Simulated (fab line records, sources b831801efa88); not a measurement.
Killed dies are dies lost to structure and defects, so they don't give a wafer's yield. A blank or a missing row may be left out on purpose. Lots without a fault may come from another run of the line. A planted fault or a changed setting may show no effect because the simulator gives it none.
Which tool did it? | flow sky130 | 6 lots, 18 wafers sampled, at 4 steps of a route of 708

WHAT THE GAUGES READ, wafer by wafer
SKY_NWELL_RS_MEAS_29: measures by four-point-probe.
lot  | measured     | on            | NWELL_RS (ohm/sq)
L520 | day 6 03:16  | film_metro-04 | 617.5 617.8 617.3
L523 | day 6 21:08  | film_metro-04 | 615.1 615.4 617.6
L526 | day 7 14:55  | film_metro-02 | 619.9 617.7 618.0
L534 | day 9 20:46  | film_metro-02 | 625.4 626.3 625.3
L537 | day 10 11:26 | film_metro-04 | 616.9 617.4 617.3
L540 | day 11 05:25 | film_metro-03 | 618.7 618.3 616.7

WHICH TOOL RAN EACH LOT (tool, then ch and the chambers of the sampled wafers, then the start)
lot  | SKY_FIELD_ISO_CMP_27         | SKY_DNWELL_STRIP_08                 | SKY_NWELL_IMPLANT_13
L520 | cmp-01 ch 1,2,3, day 3 01:55 | plasma_asher-03 ch 0,1, day 3 22:00 | implanter-02 ch 0, day 5 08:22
L523 | cmp-01 ch 0,2,3, day 3 16:16 | plasma_asher-04 ch 0,1, day 4 13:40 | implanter-02 ch 0, day 6 01:35
L526 | cmp-01 ch 0,2,3, day 4 07:46 | plasma_asher-01 ch 0,1, day 5 03:39 | implanter-02 ch 0, day 6 17:59
L534 | cmp-01 ch 0,2,3, day 6 06:10 | plasma_asher-04 ch 0,1, day 7 05:05 | implanter-03 ch 0, day 8 23:14
L537 | cmp-02 ch 0,2,3, day 6 19:14 | plasma_asher-04 ch 0,1, day 7 18:24 | implanter-01 ch 0, day 9 12:35
L540 | cmp-02 ch 2,3, day 7 10:31   | plasma_asher-03 ch 0,1, day 8 10:16 | implanter-02 ch 0, day 10 05:35
- SKY_FIELD_ISO_CMP_27: polishes, stops on Si3N4, t overpolish 16 s, target thk 457.8 nm.
- SKY_DNWELL_STRIP_08: strips in O2/N2.
- SKY_NWELL_IMPLANT_13

THE ANSWER, worked out from the rows above alone
Rule: what is usual is taken from the lots themselves. Put in order of their means at a reading, lots are off if they are a third of the lots or fewer, leave a main group of 4 or more, and stand apart from it by a gap of 3 or more times the standard deviation of the main group's means; of several such gaps the widest counts. A main group whose means are all the same, to the digits that the tables above print for the reading, isn't used. A lot without any number at a reading at which 4 lots or more have one is off too. The other lots that the step has rows for count as sound.
Off: L534, at SKY_NWELL_RS_MEAS_29 (NWELL_RS). The main group: mean 617.4 ohm/sq, standard deviation 0.83.
A tool fits if, at a process step before that reading, it ran every lot that is off, and no sound lot after the first of them. The gauges at SKY_NWELL_RS_MEAS_29 are tried like those tools. Can't be told from this: 3 tools fit, cmp-01 at SKY_FIELD_ISO_CMP_27, implanter-03 at SKY_NWELL_IMPLANT_13, film_metro-02 at SKY_NWELL_RS_MEAS_29.

WHAT THE SIMULATOR HAD PUT IN
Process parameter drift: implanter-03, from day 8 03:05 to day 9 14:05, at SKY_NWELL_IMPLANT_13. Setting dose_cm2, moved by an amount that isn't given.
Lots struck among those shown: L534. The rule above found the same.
